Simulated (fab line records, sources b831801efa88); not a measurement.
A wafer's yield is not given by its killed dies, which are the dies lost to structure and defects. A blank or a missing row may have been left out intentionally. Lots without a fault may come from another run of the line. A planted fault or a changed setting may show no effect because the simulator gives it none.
A struck lot beside a sound one / flow gf180mcu / 14 out of 602 route steps
Sound: wafers L465.2, L465.4, L465.6. Struck: wafers L454.1, L454.3, L454.5. The cause is given at the end.
Each step with rows lists, per side, the tool, then ch with its chambers, then its first start. Under that, the readings that differ: sound wafers / struck wafers / difference of the means / sigmas: that difference in standard deviations of wafers without a fault.
alike: a reading whose means differ by less than 2 such deviations, as well as words and numbers matching on both sides. not compared: withheld readings; readings where some wafer has no value; bounds like >300 that might hide an equal value; numbers whose values overlap and for which the record gives no deviation.
A row with sigmas, a row that says differs or no value, or rows on one side alone: a step with any of these is where the two part. Numbers that don't overlap but have no deviation are shown without sigmas and don't part them. Lack of a reading on every wafer of one side parts them only where that side has two or more wafers.

first, 3 steps without rows for these wafers: GF_MVSD_EXPOSE_04 (exposes mask MVSD, target cd 1000 nm); GF_MVSD_PEB_05; GF_MVSD_DEVELOP_06 (develop time 60 s).
GF_MVSD_OVL_MEAS_07:
  struck on overlay-02, day 6 21:36; sound on overlay-02, day 9 10:47
  alike: MVSD_OVL
then, 2 steps without rows for these wafers: GF_MVSD_IMPLANT_08; GF_MVSD_IMPLANT_09.
GF_MVSD_STRIP_10: strips in O2/N2.
  sound on plasma_asher-03 ch 0,1, day 9 11:07; struck on plasma_asher-01 ch 0,1, day 6 21:56
  alike: drypump_motor_current_A, heater_power_w, oes_product_au, strip_time_to_endpoint_s
  not compared: rf_hours_counter_h
GF_MVSD_TW_MEAS_11:
  struck on film_metro-03, day 6 22:02; sound on film_metro-03, day 9 11:14
  alike: MVSD_TW
then, 4 steps without rows for these wafers: GF_MVPSD_DEHYDRATE_00 (time 60 s); GF_MVPSD_HMDS_01 (prime time 60 s); GF_MVPSD_COAT_02 (resist thk 3000 nm); GF_MVPSD_SOFTBAKE_03.
GF_MVPSD_EXPOSE_04: exposes mask MVPSD, target cd 1000 nm.
  sound on iline_stepper-01 ch 0, day 9 19:01; struck on iline_stepper-01, day 7 05:30
  no value came back on the struck wafers for exposure_dose_mJ_cm2, focus_offset_nm (nm); on the sound wafers exposure_dose_mJ_cm2 reads 260.08 260.36 260.06
  alike: mask
then, 1 step without rows for these wafers: GF_MVPSD_PEB_05.

WHERE THEY PART
Only at GF_MVPSD_EXPOSE_04, within this record.

WHY: whatever the simulator had introduced
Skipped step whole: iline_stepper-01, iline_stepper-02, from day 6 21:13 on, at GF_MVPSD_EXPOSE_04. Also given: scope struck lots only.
